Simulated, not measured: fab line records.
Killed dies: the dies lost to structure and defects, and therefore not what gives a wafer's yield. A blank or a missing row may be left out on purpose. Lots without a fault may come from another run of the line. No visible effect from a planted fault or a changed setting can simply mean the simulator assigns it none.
The tool behind it: which one? / flow sky130 / 10 lots with 30 wafers sampled at 2 steps, on a route of 708 steps

WHAT THE GAUGES SHOWED, per wafer
SKY_METAL1_CD_MEAS_15: target cd 140 nm. Usual: cd nm at 139.7 nm, with a standard deviation of 1.6.
lot=L162; measured=day 35 23:48; on=cd sem-01; cd nm (nm)=137.3 138.7 138.9; flag=
lot=L163; measured=day 36 06:01; on=cd sem-02; cd nm (nm)=140.4 140.4 139.3; flag=
lot=L164; measured=day 36 18:19; on=cd sem-02; cd nm (nm)=142.4 140.9 142.2; flag=
lot=L171; measured=day 38 09:29; on=cd sem-02; cd nm (nm)=141.4 140.7 140.9; flag=
lot=L170; measured=day 38 14:19; on=cd sem-01; cd nm (nm)=140.2 140.2 140.4; flag=
lot=L172; measured=day 39 04:10; on=cd sem-02; cd nm (nm)=137.3 137.7 136.3; flag=
lot=L174; measured=day 39 06:14; on=cd sem-01; cd nm (nm)=138.5 140.6 139.6; flag=
lot=L173; measured=day 39 15:40; on=cd sem-02; cd nm (nm)=139.8 139.7 139.7; flag=
lot=L175; measured=day 39 21:17; on=cd sem-02; cd nm (nm)=139.6 140.4 140.1; flag=
lot=L176; measured=day 40 01:53; on=cd sem-01; cd nm (nm)=140.7 141.9 142.1; flag=

WHAT TOOL EACH LOT RAN ON (gives the tool, then ch and the chambers of the sampled wafers, and finally the start)
lot=L162; SKY_CONTACT_CMP_27=cmp-01 ch 0,2, day 34 20:58
lot=L163; SKY_CONTACT_CMP_27=cmp-02 ch 0,2,3, day 35 02:29
lot=L164; SKY_CONTACT_CMP_27=cmp-02 ch 0,3, day 35 15:31
lot=L171; SKY_CONTACT_CMP_27=cmp-01 ch 0,1, day 37 07:05
lot=L170; SKY_CONTACT_CMP_27=cmp-02 ch 0,3, day 37 12:19
lot=L172; SKY_CONTACT_CMP_27=cmp-02 ch 0,1,2, day 38 03:31
lot=L174; SKY_CONTACT_CMP_27=cmp-02 ch 1,3, day 38 04:32
lot=L173; SKY_CONTACT_CMP_27=cmp-01 ch 1,2,3, day 38 14:16
lot=L175; SKY_CONTACT_CMP_27=cmp-02 ch 1,2, day 38 19:57
lot=L176; SKY_CONTACT_CMP_27=cmp-01 ch 0,1,3, day 39 00:02
- SKY_CONTACT_CMP_27: polishes, stops on SiO2, t overpolish 15 s, target thk 0 nm.

AS READ BY THE TOOLS THEMSELVES (means over the sampled wafers that have a number; for cases with no such wafer, the mark the record gives instead)
SKY_CONTACT_CMP_27. Usual: edge zone pressure frac 1.000, standard deviation 0.0045; motor current A 10.7 A, standard deviation 1.1; overpolish run s 14.999 s, standard deviation 0.0098; slurry filter dp kPa 13.52 kPa, standard deviation 0.14; time to endpoint s 83 s, standard deviation 4.8.
lot=L162; tool=cmp-01; edge zone pressure frac=0.998; motor current A (A)=11.6; overpolish run s (s)=15.008; slurry filter dp kPa (kPa)=13.59; time to endpoint s (s)=91; flag=
lot=L163; tool=cmp-02; edge zone pressure frac=1.000; motor current A (A)=10.3; overpolish run s (s)=14.997; slurry filter dp kPa (kPa)=13.53; time to endpoint s (s)=85; flag=
lot=L164; tool=cmp-02; edge zone pressure frac=0.999; motor current A (A)=10.9; overpolish run s (s)=15.007; slurry filter dp kPa (kPa)=13.57; time to endpoint s (s)=83; flag=
lot=L171; tool=cmp-01; edge zone pressure frac=1.000; motor current A (A)=11.2; overpolish run s (s)=15.001; slurry filter dp kPa (kPa)=13.60; time to endpoint s (s)=83; flag=
lot=L170; tool=cmp-02; edge zone pressure frac=0.998; motor current A (A)=10.7; overpolish run s (s)=14.994; slurry filter dp kPa (kPa)=13.63; time to endpoint s (s)=81; flag=
lot=L172; tool=cmp-02; edge zone pressure frac=1.009; motor current A (A)=10.5; overpolish run s (s)=14.992; slurry filter dp kPa (kPa)=13.63; time to endpoint s (s)=84; flag=
lot=L174; tool=cmp-02; edge zone pressure frac=1.002; motor current A (A)=10.7; overpolish run s (s)=14.998; slurry filter dp kPa (kPa)=13.51; time to endpoint s (s)=78; flag=
lot=L173; tool=cmp-01; edge zone pressure frac=0.999; motor current A (A)=10.3; overpolish run s (s)=15.003; slurry filter dp kPa (kPa)=13.46; time to endpoint s (s)=87; flag=
lot=L175; tool=cmp-02; edge zone pressure frac=1.000; motor current A (A)=10.5; overpolish run s (s)=14.999; slurry filter dp kPa (kPa)=13.49; time to endpoint s (s)=77; flag=
lot=L176; tool=cmp-01; edge zone pressure frac=1.000; motor current A (A)=11.1; overpolish run s (s)=15.000; slurry filter dp kPa (kPa)=13.47; time to endpoint s (s)=82; flag=

THE ANSWER, worked out from the rows above alone
Rule: take the mean of a lot's wafers that have a number; if it is more than 3 standard deviations from the usual mean, the lot is off. A lot without any number at a reading at which 4 lots or more have one is off too. Where the step has rows for the other lots, those lots are counted as sound. First the gauges in route order, then the tools' own readings, where a lot's mean is used as printed above. The first step at which some lot is off is used, and at that step the reading that is off furthest; a lot without a number counts as furthest.
None of the lots is off at any reading shown; this tells nothing.

WHAT THE SIMULATOR HAD PUT IN
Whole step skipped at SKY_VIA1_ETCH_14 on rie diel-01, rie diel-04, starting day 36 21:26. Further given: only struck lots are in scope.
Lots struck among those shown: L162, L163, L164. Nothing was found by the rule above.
